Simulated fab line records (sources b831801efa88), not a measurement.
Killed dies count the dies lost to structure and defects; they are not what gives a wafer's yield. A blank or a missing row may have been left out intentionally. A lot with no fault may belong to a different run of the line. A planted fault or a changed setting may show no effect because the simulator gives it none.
A struck lot beside a sound one :: flow sky130 :: 14 out of 708 route steps
Sound: the wafers L409.2, L409.5, L409.6. Wafers struck: L415.3, L415.5, L415.6. The cause is named last.
Each step with rows lists, per side, the tool, then ch with its chambers, then its first start. Under that, the readings that differ: sound wafers :: struck wafers :: difference of the means :: sigmas: that difference in standard deviations of wafers without a fault.
alike: a reading whose means differ by less than 2 such deviations, as well as words and numbers matching on both sides. not compared: withheld readings; readings where some wafer has no value; bounds like >300 that might hide an equal value; numbers whose values overlap and for which the record gives no deviation.
Wherever a step has rows on one side only, a row that says differs or no value, or a row with sigmas, the two part there. Numbers that don't overlap but have no deviation are shown without sigmas and don't part them. A reading missing from all wafers of one side parts the sides only when that side holds two or more wafers.

first, 5 steps without rows for these wafers: SKY_FIELD_ISO_WET_ETCH_28 (etches SiO2 in dHF, target depth 23.7 nm, time 47 s); SKY_FIELD_ISO_WET_ETCH_29 (etches Si3N4 in H3PO4, target depth 160 nm, time 1825 s); SKY_FIELD_ISO_WET_ETCH_30 (etches SiO2 in dHF, target depth 25 nm, time 50 s); SKY_NWELL_CLEAN_00 (cleans in SC1/SC2, time 150 s); SKY_NWELL_OXIDATION_01 (stabilise 600 s, purge 300 s, target thk 10 nm).
SKY_NWELL_THK_MEAS_02:
  struck on film metro-01, day 6 06:16; sound on film metro-02, day 4 21:34
  alike: NWELL_OXIDATION_THK
then, 6 steps without rows for these wafers: SKY_DNWELL_DEHYDRATE_00 (time 60 s); SKY_DNWELL_HMDS_01 (prime time 60 s); SKY_DNWELL_COAT_02 (resist thk 3000 nm); SKY_DNWELL_SOFTBAKE_03; SKY_DNWELL_EXPOSE_04 (exposes mask DNM, target cd 3000 nm); SKY_DNWELL_PEB_05.
SKY_DNWELL_DEVELOP_06: develop time 60 s.
  sound on litho track-02 ch 0, day 5 15:00; struck on litho track-02 ch 0, day 7 00:00
reading: developer temp C (C)
sound: 22.71 22.87 22.85
struck: 23.93 24.02 24.16
difference: +1.23
sigmas: +10
following that, these wafers have no rows for 1 step: SKY_DNWELL_IMPLANT_07.

WHERE THEY PART
At SKY_DNWELL_DEVELOP_06 and nowhere else, as far as this record goes.

WHY: the cause the simulator had injected
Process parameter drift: litho track-02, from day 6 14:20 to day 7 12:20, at SKY_DNWELL_DEVELOP_06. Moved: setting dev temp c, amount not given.
